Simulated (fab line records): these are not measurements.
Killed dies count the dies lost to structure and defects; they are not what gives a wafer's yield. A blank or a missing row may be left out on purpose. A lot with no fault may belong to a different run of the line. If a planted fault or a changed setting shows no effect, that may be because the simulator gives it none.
Which tool is to blame? :: flow sky130 :: 24 lots, 72 wafers sampled, at 6 steps of a route of 708

## WHAT THE GAUGES READ, wafer by wafer
SKY_LI_CONTACT_RS_MEAS_22: uses a four-point probe to measure.
lot: L074
measured: day 29 04:59
on: film metro-01
LI_CONTACT_W_RS (ohm/sq): 0.285 0.282 0.287

lot: L076
measured: day 29 18:22
on: film metro-02
LI_CONTACT_W_RS (ohm/sq): 0.281 0.286 0.282

lot: L075
measured: day 29 18:34
on: film metro-03
LI_CONTACT_W_RS (ohm/sq): 0.284 0.286 0.277

lot: L077
measured: day 30 04:13
on: film metro-02
LI_CONTACT_W_RS (ohm/sq): 0.283 0.285 0.282

lot: L078
measured: day 30 16:26
on: film metro-02
LI_CONTACT_W_RS (ohm/sq): 0.283 0.287 0.284

lot: L079
measured: day 30 20:26
on: film metro-01
LI_CONTACT_W_RS (ohm/sq): 0.290 0.283 0.285

lot: L080
measured: day 31 00:34
on: film metro-01
LI_CONTACT_W_RS (ohm/sq): 0.282 0.284 0.280

lot: L081
measured: day 31 05:54
on: film metro-03
LI_CONTACT_W_RS (ohm/sq): 0.286 0.283 0.286

lot: L082
measured: day 31 23:25
on: film metro-01
LI_CONTACT_W_RS (ohm/sq): 0.282 0.288 0.291

lot: L083
measured: day 32 06:08
on: film metro-02
LI_CONTACT_W_RS (ohm/sq): 0.284 0.284 0.282

lot: L084
measured: day 32 11:38
on: film metro-03
LI_CONTACT_W_RS (ohm/sq): 0.283 0.284 0.280

lot: L085
measured: day 32 19:59
on: film metro-02
LI_CONTACT_W_RS (ohm/sq): 0.285 0.283 0.280

lot: L086
measured: day 33 06:23
on: film metro-01
LI_CONTACT_W_RS (ohm/sq): 0.287 0.286 0.290

lot: L087
measured: day 33 12:22
on: film metro-02
LI_CONTACT_W_RS (ohm/sq): 0.287 0.283 0.288

lot: L088
measured: day 33 22:46
on: film metro-03
LI_CONTACT_W_RS (ohm/sq): 0.282 0.284 0.280

lot: L089
measured: day 34 21:04
on: film metro-03
LI_CONTACT_W_RS (ohm/sq): 0.284 0.277 0.287

lot: L090
measured: day 35 00:08
on: film metro-02
LI_CONTACT_W_RS (ohm/sq): 0.284 0.287 0.288

lot: L092
measured: day 35 06:31
on: film metro-01
LI_CONTACT_W_RS (ohm/sq): 0.288 0.287 0.284

lot: L091
measured: day 35 22:47
on: film metro-03
LI_CONTACT_W_RS (ohm/sq): 0.281 0.282 0.279

lot: L094
measured: day 35 23:41
on: film metro-01
LI_CONTACT_W_RS (ohm/sq): 0.285 0.284 0.282

lot: L093
measured: day 35 23:56
on: film metro-03
LI_CONTACT_W_RS (ohm/sq): 0.281 0.283 0.285

lot: L096
measured: day 36 06:22
on: film metro-02
LI_CONTACT_W_RS (ohm/sq): 0.284 0.282 0.283

lot: L095
measured: day 36 07:02
on: film metro-03
LI_CONTACT_W_RS (ohm/sq): 0.284 0.286 0.282

lot: L097
measured: day 36 12:44
on: film metro-03
LI_CONTACT_W_RS (ohm/sq): 0.285 0.284 0.287

SKY_METAL1_THK_MEAS_06: measures by xrf.
lot: L074
measured: day 31 22:35
on: film metro-04
METAL1_ALCU_THK (nm): 250 249 245

lot: L076
measured: day 32 05:16
on: film metro-04
METAL1_ALCU_THK (nm): 249 252 251

lot: L075
measured: day 32 06:04
on: film metro-04
METAL1_ALCU_THK (nm): 249 240 248

lot: L077
measured: day 32 11:55
on: film metro-04
METAL1_ALCU_THK (nm): 245 248 246

lot: L078
measured: day 33 05:55
on: film metro-01
METAL1_ALCU_THK (nm): 251 253 251

lot: L079
measured: day 33 07:16
on: film metro-01
METAL1_ALCU_THK (nm): 250 247 252

lot: L080
measured: day 33 11:29
on: film metro-02
METAL1_ALCU_THK (nm): 249 249 247

lot: L081
measured: day 33 15:05
on: film metro-02
METAL1_ALCU_THK (nm): 249 246 250

lot: L082
measured: day 34 08:30
on: film metro-02
METAL1_ALCU_THK (nm): 248 242 245

lot: L083
measured: day 34 14:38
on: film metro-02
METAL1_ALCU_THK (nm): 245 245 243

lot: L084
measured: day 34 20:03
on: film metro-01
METAL1_ALCU_THK (nm): 254 249 249

lot: L085
measured: day 35 04:10
on: film metro-01
METAL1_ALCU_THK (nm): 247 249 247

lot: L086
measured: day 35 15:31
on: film metro-02
METAL1_ALCU_THK (nm): 252 247 248

lot: L087
measured: day 35 20:56
on: film metro-04
METAL1_ALCU_THK (nm): 250 251 248

lot: L088
measured: day 36 06:59
on: film metro-04
METAL1_ALCU_THK (nm): 244 247 252

lot: L089
measured: day 37 04:56
on: film metro-02
METAL1_ALCU_THK (nm): 243 244 245

lot: L090
measured: day 37 08:40
on: film metro-01
METAL1_ALCU_THK (nm): 243 248 248

lot: L092
measured: day 37 14:56
on: film metro-04
METAL1_ALCU_THK (nm): 244 241 243

lot: L091
measured: day 38 06:55
on: film metro-02
METAL1_ALCU_THK (nm): 248 245 245

lot: L094
measured: day 38 07:42
on: film metro-01
METAL1_ALCU_THK (nm): 246 249 251

lot: L093
measured: day 38 08:04
on: film metro-02
METAL1_ALCU_THK (nm): 246 248 251

lot: L096
measured: day 38 13:43
on: film metro-01
METAL1_ALCU_THK (nm): 252 246 248

lot: L095
measured: day 38 14:11
on: film metro-01
METAL1_ALCU_THK (nm): 247 249 243

lot: L097
measured: day 38 19:26
on: film metro-04
METAL1_ALCU_THK (nm): 254 246 247

SKY_METAL2_THK_MEAS_06: measures by xrf.
lot: L074
measured: day 34 05:47
on: film metro-02
METAL2_ALCU_THK (nm): 243.7 243.0 245.2

lot: L076
measured: day 34 13:35
on: film metro-04
METAL2_ALCU_THK (nm): 247.5 244.4 246.4

lot: L075
measured: day 34 13:57
on: film metro-02
METAL2_ALCU_THK (nm): 246.9 240.5 240.5

lot: L077
measured: day 34 19:56
on: film metro-03
METAL2_ALCU_THK (nm): 247.0 245.6 253.0

lot: L078
measured: day 35 14:43
on: film metro-04
METAL2_ALCU_THK (nm): 244.4 242.7 244.3

lot: L079
measured: day 35 15:19
on: film metro-04
METAL2_ALCU_THK (nm): 246.2 249.5 245.9

lot: L080
measured: day 35 20:13
on: film metro-04
METAL2_ALCU_THK (nm): 247.1 247.2 245.9

lot: L081
measured: day 35 23:18
on: film metro-02
METAL2_ALCU_THK (nm): 246.9 244.6 247.7

lot: L082
measured: day 36 17:19
on: film metro-04
METAL2_ALCU_THK (nm): 249.4 248.6 248.6

lot: L083
measured: day 36 23:31
on: film metro-03
METAL2_ALCU_THK (nm): 247.0 254.0 247.3

lot: L084
measured: day 37 02:51
on: film metro-03
METAL2_ALCU_THK (nm): 245.7 247.9 244.6

lot: L085
measured: day 37 11:39
on: film metro-04
METAL2_ALCU_THK (nm): 242.0 241.7 242.1

lot: L086
measured: day 37 23:54
on: film metro-04
METAL2_ALCU_THK (nm): 247.1 246.0 249.3

lot: L087
measured: day 38 03:46
on: film metro-03
METAL2_ALCU_THK (nm): 243.9 247.3 250.7

lot: L088
measured: day 38 12:36
on: film metro-04
METAL2_ALCU_THK (nm): 248.5 250.1 250.6

lot: L089
measured: day 39 11:02
on: film metro-02
METAL2_ALCU_THK (nm): 248.5 245.4 245.7

lot: L090
measured: day 39 15:02
on: film metro-02
METAL2_ALCU_THK (nm): 247.4 248.7 242.8

lot: L092
measured: day 39 20:23
on: film metro-02
METAL2_ALCU_THK (nm): 246.7 250.0 249.3

lot: L091
measured: day 40 11:57
on: film metro-03
METAL2_ALCU_THK (nm): 248.5 248.6 249.7

lot: L094
measured: day 40 12:56
on: film metro-04
METAL2_ALCU_THK (nm): 244.9 244.6 244.8

lot: L093
measured: day 40 14:12
on: film metro-02
METAL2_ALCU_THK (nm): 242.2 245.9 243.4

lot: L096
measured: day 40 18:43
on: film metro-03
METAL2_ALCU_THK (nm): 243.8 246.0 245.8

lot: L095
measured: day 40 19:32
on: film metro-04
METAL2_ALCU_THK (nm): 248.7 246.3 246.2

lot: L097
measured: day 41 00:09
on: film metro-02
METAL2_ALCU_THK (nm): 247.4 247.6 247.5

SKY_METAL5_THK_MEAS_06: measures by xrf.
lot: L074
measured: day 42 23:11
on: film metro-02
METAL5_ALCU_THK (nm): 1149 1130 1136

lot: L076
measured: day 43 09:43
on: film metro-01
METAL5_ALCU_THK (nm): 1142 1155 1141

lot: L075
measured: day 43 09:50
on: film metro-04
METAL5_ALCU_THK (nm): 1137 1128 1144

lot: L077
measured: day 43 15:01
on: film metro-02
METAL5_ALCU_THK (nm): 1117 1113 1107

lot: L078
measured: day 44 04:31
on: film metro-04
METAL5_ALCU_THK (nm): 1122 1147 1159

lot: L079
measured: day 44 06:41
on: film metro-04
METAL5_ALCU_THK (nm): 1144 1146 1137

lot: L080
measured: day 44 12:09
on: film metro-02
METAL5_ALCU_THK (nm): 1141 1135 1143

lot: L081
measured: day 44 12:52
on: film metro-04
METAL5_ALCU_THK (nm): 1136 1130 1146

lot: L082
measured: day 45 04:32
on: film metro-01
METAL5_ALCU_THK (nm): 1150 1140 1173

lot: L083
measured: day 45 08:55
on: film metro-04
METAL5_ALCU_THK (nm): 1116 1129 1142

lot: L084
measured: day 45 13:39
on: film metro-02
METAL5_ALCU_THK (nm): 1133 1140 1146

lot: L085
measured: day 45 21:11
on: film metro-02
METAL5_ALCU_THK (nm): 1124 1139 1136

lot: L086
measured: day 46 05:14
on: film metro-04
METAL5_ALCU_THK (nm): 1120 1125 1137

lot: L087
measured: day 46 07:13
on: film metro-04
METAL5_ALCU_THK (nm): 1126 1160 1147

lot: L088
measured: day 46 20:18
on: film metro-04
METAL5_ALCU_THK (nm): 1153 1150 1143

lot: L089
measured: day 47 11:32
on: film metro-02
METAL5_ALCU_THK (nm): 1138 1143 1141

lot: L090
measured: day 47 12:08
on: film metro-01
METAL5_ALCU_THK (nm): 1123 1118 1136

lot: L092
measured: day 47 19:58
on: film metro-01
METAL5_ALCU_THK (nm): 1160 1154 1138

lot: L091
measured: day 48 05:41
on: film metro-02
METAL5_ALCU_THK (nm): 1138 1145 1132

lot: L094
measured: day 48 07:37
on: film metro-04
METAL5_ALCU_THK (nm): 1157 1146 1144

lot: L093
measured: day 48 09:53
on: film metro-01
METAL5_ALCU_THK (nm): 1157 1164 1158

lot: L096
measured: day 48 12:07
on: film metro-01
METAL5_ALCU_THK (nm): 1132 1141 1152

lot: L095
measured: day 48 13:05
on: film metro-04
METAL5_ALCU_THK (nm): 1152 1155 1148

lot: L097
measured: day 48 13:54
on: film metro-02
METAL5_ALCU_THK (nm): 1132 1138 1116

## WHAT TOOL EACH LOT RAN ON (gives the tool, then ch and the chambers of the sampled wafers, and finally the start)
lot: L074
SKY_METAL3_STRIP_19: plasma asher-01 ch 0,1, day 38 16:03
SKY_METAL4_ETCH_16: rie metal-03 ch 0,1, day 41 20:19

lot: L076
SKY_METAL3_STRIP_19: plasma asher-02 ch 0,1, day 39 02:08
SKY_METAL4_ETCH_16: rie metal-03 ch 0,1, day 42 07:14

lot: L075
SKY_METAL3_STRIP_19: plasma asher-01 ch 0,1, day 39 02:31
SKY_METAL4_ETCH_16: rie metal-04 ch 0,1, day 42 07:37

lot: L077
SKY_METAL3_STRIP_19: plasma asher-03 ch 0,1, day 39 08:02
SKY_METAL4_ETCH_16: rie metal-04 ch 0,1, day 42 13:02

lot: L078
SKY_METAL3_STRIP_19: plasma asher-01 ch 0,1, day 40 00:24
SKY_METAL4_ETCH_16: rie metal-04 ch 0,1, day 43 03:43

lot: L079
SKY_METAL3_STRIP_19: plasma asher-01 ch 0,1, day 40 02:39
SKY_METAL4_ETCH_16: rie metal-02 ch 0,1, day 43 05:25

lot: L080
SKY_METAL3_STRIP_19: plasma asher-02 ch 0,1, day 40 07:22
SKY_METAL4_ETCH_16: rie metal-04 ch 0,1, day 43 10:22

lot: L081
SKY_METAL3_STRIP_19: plasma asher-02 ch 0,1, day 40 08:32
SKY_METAL4_ETCH_16: rie metal-02 ch 0,1, day 43 11:27

lot: L082
SKY_METAL3_STRIP_19: plasma asher-01 ch 0,1, day 41 03:18
SKY_METAL4_ETCH_16: rie metal-02 ch 0,1, day 44 03:28

lot: L083
SKY_METAL3_STRIP_19: plasma asher-03 ch 0,1, day 41 07:14
SKY_METAL4_ETCH_16: rie metal-03 ch 0,1, day 44 08:03

lot: L084
SKY_METAL3_STRIP_19: plasma asher-01 ch 0,1, day 41 11:27
SKY_METAL4_ETCH_16: rie metal-03 ch 0,1, day 44 12:22

lot: L085
SKY_METAL3_STRIP_19: plasma asher-02 ch 0,1, day 41 20:22
SKY_METAL4_ETCH_16: rie metal-04 ch 0,1, day 44 20:55

lot: L086
SKY_METAL3_STRIP_19: plasma asher-03 ch 0,1, day 42 06:41
SKY_METAL4_ETCH_16: rie metal-04 ch 0,1, day 45 05:47

lot: L087
SKY_METAL3_STRIP_19: plasma asher-03 ch 0,1, day 42 09:09
SKY_METAL4_ETCH_16: rie metal-04 ch 0,1, day 45 08:14

lot: L088
SKY_METAL3_STRIP_19: plasma asher-01 ch 0,1, day 42 19:07
SKY_METAL4_ETCH_16: rie metal-03 ch 0,1, day 45 18:01

lot: L089
SKY_METAL3_STRIP_19: plasma asher-02 ch 0,1, day 43 15:26
SKY_METAL4_ETCH_16: rie metal-02 ch 0,1, day 46 11:31

lot: L090
SKY_METAL3_STRIP_19: plasma asher-02 ch 0,1, day 43 16:51
SKY_METAL4_ETCH_16: rie metal-02 ch 0,1, day 46 13:08

lot: L092
SKY_METAL3_STRIP_19: plasma asher-03 ch 0,1, day 43 23:23
SKY_METAL4_ETCH_16: rie metal-03 ch 0,1, day 46 19:00

lot: L091
SKY_METAL3_STRIP_19: plasma asher-02 ch 1, day 44 14:39
SKY_METAL4_ETCH_16: rie metal-02 ch 1, day 47 07:58

lot: L094
SKY_METAL3_STRIP_19: plasma asher-03 ch 0,1, day 44 14:45
SKY_METAL4_ETCH_16: rie metal-03 ch 0,1, day 47 09:46

lot: L093
SKY_METAL3_STRIP_19: plasma asher-01 ch 0,1, day 44 16:28
SKY_METAL4_ETCH_16: rie metal-03 ch 0,1, day 47 11:26

lot: L096
SKY_METAL3_STRIP_19: plasma asher-01 ch 0,1, day 44 19:59
SKY_METAL4_ETCH_16: rie metal-03 ch 0, day 47 13:57

lot: L095
SKY_METAL3_STRIP_19: plasma asher-02 ch 0,1, day 44 20:48
SKY_METAL4_ETCH_16: rie metal-02 ch 0, day 47 14:40

lot: L097
SKY_METAL3_STRIP_19: plasma asher-03 ch 0,1, day 45 00:28
SKY_METAL4_ETCH_16: rie metal-03 ch 0, day 47 16:29
- SKY_METAL3_STRIP_19: strips in O2/N2.
- SKY_METAL4_ETCH_16: etches BARC in N2/H2, stops on SiO2, time 88.2 s, target depth 60 nm.

## WHAT THE TOOLS THEMSELVES READ (means of the sampled wafers that have a number; where no wafer has one, the mark that the record gives instead)
SKY_METAL3_STRIP_19.
lot: L074
tool: plasma asher-01
drypump motor current A (A): 5.3
oes product au (a.u.): 0.504
strip time to endpoint s (s): 6.53

lot: L076
tool: plasma asher-02
drypump motor current A (A): 5.8
oes product au (a.u.): 0.496
strip time to endpoint s (s): 6.54

lot: L075
tool: plasma asher-01
drypump motor current A (A): 5.3
oes product au (a.u.): 0.502
strip time to endpoint s (s): 6.50

lot: L077
tool: plasma asher-03
drypump motor current A (A): 5.7
oes product au (a.u.): 0.492
strip time to endpoint s (s): 6.41

lot: L078
tool: plasma asher-01
drypump motor current A (A): 5.3
oes product au (a.u.): 0.496
strip time to endpoint s (s): 6.48

lot: L079
tool: plasma asher-01
drypump motor current A (A): 5.3
oes product au (a.u.): 0.496
strip time to endpoint s (s): 6.43

lot: L080
tool: plasma asher-02
drypump motor current A (A): 5.8
oes product au (a.u.): 0.502
strip time to endpoint s (s): 6.57

lot: L081
tool: plasma asher-02
drypump motor current A (A): 6.0
oes product au (a.u.): 0.508
strip time to endpoint s (s): 6.65

lot: L082
tool: plasma asher-01
drypump motor current A (A): 5.3
oes product au (a.u.): 0.513
strip time to endpoint s (s): 6.72

lot: L083
tool: plasma asher-03
drypump motor current A (A): 5.6
oes product au (a.u.): 0.503
strip time to endpoint s (s): 6.55

lot: L084
tool: plasma asher-01
drypump motor current A (A): 5.8
oes product au (a.u.): 0.508
strip time to endpoint s (s): 6.65

lot: L085
tool: plasma asher-02
drypump motor current A (A): 5.8
oes product au (a.u.): 0.505
strip time to endpoint s (s): 6.67

lot: L086
tool: plasma asher-03
drypump motor current A (A): 5.6
oes product au (a.u.): 0.501
strip time to endpoint s (s): 6.52

lot: L087
tool: plasma asher-03
drypump motor current A (A): 5.7
oes product au (a.u.): 0.495
strip time to endpoint s (s): 6.47

lot: L088
tool: plasma asher-01
drypump motor current A (A): 5.8
oes product au (a.u.): 0.503
strip time to endpoint s (s): 6.50

lot: L089
tool: plasma asher-02
drypump motor current A (A): 5.8
oes product au (a.u.): 0.500
strip time to endpoint s (s): 6.49

lot: L090
tool: plasma asher-02
drypump motor current A (A): 5.8
oes product au (a.u.): 0.500
strip time to endpoint s (s): 6.51

lot: L092
tool: plasma asher-03
drypump motor current A (A): 6.0
oes product au (a.u.): 0.503
strip time to endpoint s (s): 6.61

lot: L091
tool: plasma asher-02
drypump motor current A (A): 5.6
oes product au (a.u.): 0.506
strip time to endpoint s (s): 6.62

lot: L094
tool: plasma asher-03
drypump motor current A (A): 5.6
oes product au (a.u.): 0.503
strip time to endpoint s (s): 6.47

lot: L093
tool: plasma asher-01
drypump motor current A (A): 5.8
oes product au (a.u.): 0.499
strip time to endpoint s (s): 6.48

lot: L096
tool: plasma asher-01
drypump motor current A (A): 5.8
oes product au (a.u.): 0.498
strip time to endpoint s (s): 6.52

lot: L095
tool: plasma asher-02
drypump motor current A (A): 6.0
oes product au (a.u.): 0.499
strip time to endpoint s (s): 6.48

lot: L097
tool: plasma asher-03
drypump motor current A (A): 5.7
oes product au (a.u.): 0.506
strip time to endpoint s (s): 6.66

SKY_METAL4_ETCH_16.
lot: L074
tool: rie metal-03
drypump motor current A (A): 5.0
oes product au (a.u.): 0.623
rf fwd power W (W): 495.2
throttle valve pct (%): 13.207

lot: L076
tool: rie metal-03
drypump motor current A (A): 5.0
oes product au (a.u.): 0.622
rf fwd power W (W): 497.6
throttle valve pct (%): 13.195

lot: L075
tool: rie metal-04
drypump motor current A (A): 5.9
oes product au (a.u.): 0.621
rf fwd power W (W): 495.1
throttle valve pct (%): 13.206

lot: L077
tool: rie metal-04
drypump motor current A (A): 6.0
oes product au (a.u.): 0.623
rf fwd power W (W): 494.8
throttle valve pct (%): 13.210

lot: L078
tool: rie metal-04
drypump motor current A (A): 6.0
oes product au (a.u.): 0.623
rf fwd power W (W): 496.8
throttle valve pct (%): 13.212

lot: L079
tool: rie metal-02
drypump motor current A (A): 5.4
oes product au (a.u.): 0.623
rf fwd power W (W): 496.5
throttle valve pct (%): 13.202

lot: L080
tool: rie metal-04
drypump motor current A (A): 5.9
oes product au (a.u.): 0.627
rf fwd power W (W): 496.8
throttle valve pct (%): 13.199

lot: L081
tool: rie metal-02
drypump motor current A (A): 5.4
oes product au (a.u.): 0.628
rf fwd power W (W): 496.8
throttle valve pct (%): 13.198

lot: L082
tool: rie metal-02
drypump motor current A (A): 5.4
oes product au (a.u.): 0.624
rf fwd power W (W): 497.7
throttle valve pct (%): 13.213

lot: L083
tool: rie metal-03
drypump motor current A (A): 5.0
oes product au (a.u.): 0.629
rf fwd power W (W): 495.7
throttle valve pct (%): 13.205

lot: L084
tool: rie metal-03
drypump motor current A (A): 5.3
oes product au (a.u.): 0.619
rf fwd power W (W): 496.4
throttle valve pct (%): 13.208

lot: L085
tool: rie metal-04
drypump motor current A (A): 5.9
oes product au (a.u.): 0.625
rf fwd power W (W): 495.6
throttle valve pct (%): 13.201

lot: L086
tool: rie metal-04
drypump motor current A (A): 5.9
oes product au (a.u.): 0.628
rf fwd power W (W): 499.3
throttle valve pct (%): 13.209

lot: L087
tool: rie metal-04
drypump motor current A (A): 5.9
oes product au (a.u.): 0.630
rf fwd power W (W): 498.0
throttle valve pct (%): 13.208

lot: L088
tool: rie metal-03
drypump motor current A (A): 5.0
oes product au (a.u.): 0.625
rf fwd power W (W): 495.2
throttle valve pct (%): 13.208

lot: L089
tool: rie metal-02
drypump motor current A (A): 5.4
oes product au (a.u.): 0.629
rf fwd power W (W): 495.3
throttle valve pct (%): 13.213

lot: L090
tool: rie metal-02
drypump motor current A (A): 5.4
oes product au (a.u.): 0.622
rf fwd power W (W): 496.3
throttle valve pct (%): 13.200

lot: L092
tool: rie metal-03
drypump motor current A (A): 5.3
oes product au (a.u.): 0.623
rf fwd power W (W): 496.5
throttle valve pct (%): 13.205

lot: L091
tool: rie metal-02
drypump motor current A (A): 6.1
oes product au (a.u.): 0.628
rf fwd power W (W): 493.7
throttle valve pct (%): 13.210

lot: L094
tool: rie metal-03
drypump motor current A (A): 5.0
oes product au (a.u.): 0.627
rf fwd power W (W): 496.8
throttle valve pct (%): 13.208

lot: L093
tool: rie metal-03
drypump motor current A (A): 5.0
oes product au (a.u.): 0.625
rf fwd power W (W): 498.9
throttle valve pct (%): 13.194

lot: L096
tool: rie metal-03
drypump motor current A (A): 5.6
oes product au (a.u.): 0.620
rf fwd power W (W): 497.6
throttle valve pct (%): 13.201

lot: L095
tool: rie metal-02
drypump motor current A (A): 5.0
oes product au (a.u.): 0.622
rf fwd power W (W): 496.0
throttle valve pct (%): 13.209

lot: L097
tool: rie metal-03
drypump motor current A (A): 5.7
oes product au (a.u.): 0.626
rf fwd power W (W): 496.7
throttle valve pct (%): 13.201

## THE ANSWER, worked out from the rows above alone
Rule: what is usual is taken from the lots themselves. The widest of any qualifying gaps counts: lots, ordered by their means at a reading, are off when they make up no more than a third of the lots, leave a main group of 4 or more, and stand apart from it by 3 or more times the standard deviation of that group's means. The tables above print the reading to a certain number of digits; a main group whose means all agree to those digits is not used. Also off: a lot with no number at a reading for which 4 or more lots have one. All remaining lots with rows at the step are treated as sound. First the gauges in route order, then the tools' own readings, where a lot's mean is used as printed above. At the first step where some lot is off, the reading lying furthest off is the one used; lots without a number count as furthest.
Across all readings shown, no lot is off: no conclusion can be drawn from this.

## WHAT THE SIMULATOR HAD INSERTED
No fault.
